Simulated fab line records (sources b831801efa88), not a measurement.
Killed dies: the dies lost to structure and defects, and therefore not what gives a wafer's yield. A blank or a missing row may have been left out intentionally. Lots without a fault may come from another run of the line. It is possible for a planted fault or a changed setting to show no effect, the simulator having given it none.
Which of the tools did it? | flow sfq-line | Sampling: 14 lots, 40 wafers, 3 of 325 route steps

== WHAT THE GAUGES READ, wafer by wafer ==
The record holds no reading of a measuring or inspecting step that can be judged against a usual standard deviation.

== TOOL THAT RAN EACH LOT (tool first, then ch and the chambers of the sampled wafers, then the start) ==
lot  | SFQ_TRILAYER_I0_CMP_CMP_028   | SFQ_TRILAYER_I0_METRO_MEASURE_029 | SFQ_TRILAYER_I0_VIA_ETCH_VIA_ETCH_034
L550 | cmp-02 ch 2,3, day 8 21:43    | film-metro-04, day 9 00:32        | rie-diel-04 ch 0,1,3, day 12 21:58
L552 | cmp-01 ch 0,2, day 9 02:27    | film-metro-04, day 9 05:04        | rie-diel-03 ch 0,2, day 13 01:49
L553 | cmp-01 ch 1,2,3, day 9 04:57  | film-metro-04, day 9 08:04        | rie-diel-03 ch 1,2,3, day 13 06:37
L554 | cmp-02 ch 2,3, day 9 13:56    | film-metro-03, day 9 16:33        | rie-diel-03 ch 1,3, day 13 16:13
L555 | cmp-01 ch 0,2,3, day 9 13:57  | film-metro-04, day 9 17:04        | rie-diel-02 ch 1,3, day 13 17:25
L556 | cmp-01 ch 0,2,3, day 9 17:57  | film-metro-04, day 9 20:04        | rie-diel-04 ch 0,2,3, day 13 22:13
L557 | cmp-02 ch 0,1,2, day 9 23:26  | film-metro-01, day 10 01:33       | rie-diel-02 ch 1,2,3, day 14 04:13
L560 | cmp-01 ch 0,1,3, day 10 14:57 | film-metro-03, day 10 17:04       | rie-diel-02 ch 0,1,2, day 15 03:53
L568 | cmp-01 ch 0, day 12 12:47     | film-metro-01, day 12 16:30       | rie-diel-04 ch 2, day 16 23:50
L569 | cmp-01 ch 2,3, day 12 22:58   | film-metro-01, day 13 02:05       | rie-diel-03 ch 3, day 17 09:26
L570 | cmp-01 ch 0,3, day 17 08:02   | film-metro-03, day 17 11:22       | rie-diel-03 ch 0,2, day 17 15:38
L571 | cmp-01 ch 1,2,3, day 17 11:32 | film-metro-03, day 17 14:34       | rie-diel-04 ch 0,2, day 17 18:02
L572 | cmp-01 ch 1,2,3, day 17 15:02 | film-metro-01, day 17 17:10       | rie-diel-03 ch 0,1,2, day 17 20:41
L573 | cmp-01 ch 0,1,3, day 17 18:32 | film-metro-01, day 17 20:46       | rie-diel-02 ch 0,1, day 17 23:41
- SFQ_TRILAYER_I0_CMP_CMP_028: polishes SiO2.
- SFQ_TRILAYER_I0_METRO_MEASURE_029
- SFQ_TRILAYER_I0_VIA_ETCH_VIA_ETCH_034: etches SiO2 in CHF3, stops on Nb, target depth 260 nm.

== WHAT THE TOOLS THEMSELVES READ (means of the sampled wafers that have a number; where no wafer has one, the mark that the record gives instead) ==
SFQ_TRILAYER_I0_CMP_CMP_028. Usual: head-pressure-psi 3.000 psi, standard deviation 0.006; motor-current-A 10.8 A, standard deviation 0.44; time-to-endpoint-s 212 s, standard deviation 6.5.
lot  | tool   | head-pressure-psi (psi) | motor-current-A (A) | time-to-endpoint-s (s) | flag
L550 | cmp-02 | 2.998                   | 11.1                | 216                    |
L552 | cmp-01 | 3.003                   | 10.8                | 215                    |
L553 | cmp-01 | 3.000                   | 10.8                | 202                    |
L554 | cmp-02 | 3.000                   | 11.4                | 207                    |
L555 | cmp-01 | 2.999                   | 10.3                | 213                    |
L556 | cmp-01 | 2.998                   | 10.6                | 213                    |
L557 | cmp-02 | 3.000                   | 10.6                | 212                    |
L560 | cmp-01 | 3.001                   | 11.0                | 206                    |
L568 | cmp-01 | 2.995                   | 10.7                | 243                    | OFF
L569 | cmp-01 | 2.999                   | 10.8                | 283                    | OFF
L570 | cmp-01 | 2.999                   | 10.9                | 205                    |
L571 | cmp-01 | 3.005                   | 10.8                | 218                    |
L572 | cmp-01 | 3.003                   | 10.9                | 206                    |
L573 | cmp-01 | 3.001                   | 10.6                | 215                    |

SFQ_TRILAYER_I0_METRO_MEASURE_029. Usual: thk-nm at 199.6 nm, with a standard deviation of 1.
lot  | tool          | thk-nm (nm) | flag
L550 | film-metro-04 | 199.6       |
L552 | film-metro-04 | 200.4       |
L553 | film-metro-04 | 199.1       |
L554 | film-metro-03 | 198.6       |
L555 | film-metro-04 | 200.0       |
L556 | film-metro-04 | 200.5       |
L557 | film-metro-01 | 200.6       |
L560 | film-metro-03 | 198.2       |
L568 | film-metro-01 | 251.3       | OFF
L569 | film-metro-01 | 307.4       | OFF
L570 | film-metro-03 | 200.3       |
L571 | film-metro-03 | 200.1       |
L572 | film-metro-01 | 199.0       |
L573 | film-metro-01 | 198.4       |

SFQ_TRILAYER_I0_VIA_ETCH_VIA_ETCH_034. Usual: drypump-motor-current-A 5.6 A, standard deviation 0.44; oes-product-au 0.853 a.u., standard deviation 0.0053.
lot  | tool        | drypump-motor-current-A (A) | oes-product-au (a.u.) | flag
L550 | rie-diel-04 | 5.6                         | 0.849                 |
L552 | rie-diel-03 | 5.7                         | 0.856                 |
L553 | rie-diel-03 | 5.6                         | 0.853                 |
L554 | rie-diel-03 | 5.7                         | 0.851                 |
L555 | rie-diel-02 | 5.2                         | 0.852                 |
L556 | rie-diel-04 | 5.8                         | 0.862                 |
L557 | rie-diel-02 | 5.3                         | 0.857                 |
L560 | rie-diel-02 | 5.7                         | 0.847                 |
L568 | rie-diel-04 | 5.5                         | 0.924                 | OFF
L569 | rie-diel-03 | 5.7                         | 1.016                 | OFF
L570 | rie-diel-03 | 5.8                         | 0.854                 |
L571 | rie-diel-04 | 5.7                         | 0.853                 |
L572 | rie-diel-03 | 5.8                         | 0.847                 |
L573 | rie-diel-02 | 5.5                         | 0.857                 |

== THE ANSWER, worked out from the rows above alone ==
Rule: take the mean of a lot's wafers that have a number; if it is more than 3 standard deviations from the usual mean, the lot is off. A lot without any number at a reading at which 4 lots or more have one is off too. The other lots that the step has rows for count as sound. First the gauges in route order, then the tools' own readings, where a lot's mean is used as printed above. The first step at which some lot is off is used, and at that step the reading that is off furthest; a lot without a number counts as furthest.
Off at SFQ_TRILAYER_I0_CMP_CMP_028 (time-to-endpoint-s): L568, L569.
If a tool, at that step or one of the process steps before it, ran each lot that is off and ran no sound lot following the first of them, it fits. Of those tried, none fits.

== WHAT HAD BEEN PUT IN BY THE SIMULATOR ==
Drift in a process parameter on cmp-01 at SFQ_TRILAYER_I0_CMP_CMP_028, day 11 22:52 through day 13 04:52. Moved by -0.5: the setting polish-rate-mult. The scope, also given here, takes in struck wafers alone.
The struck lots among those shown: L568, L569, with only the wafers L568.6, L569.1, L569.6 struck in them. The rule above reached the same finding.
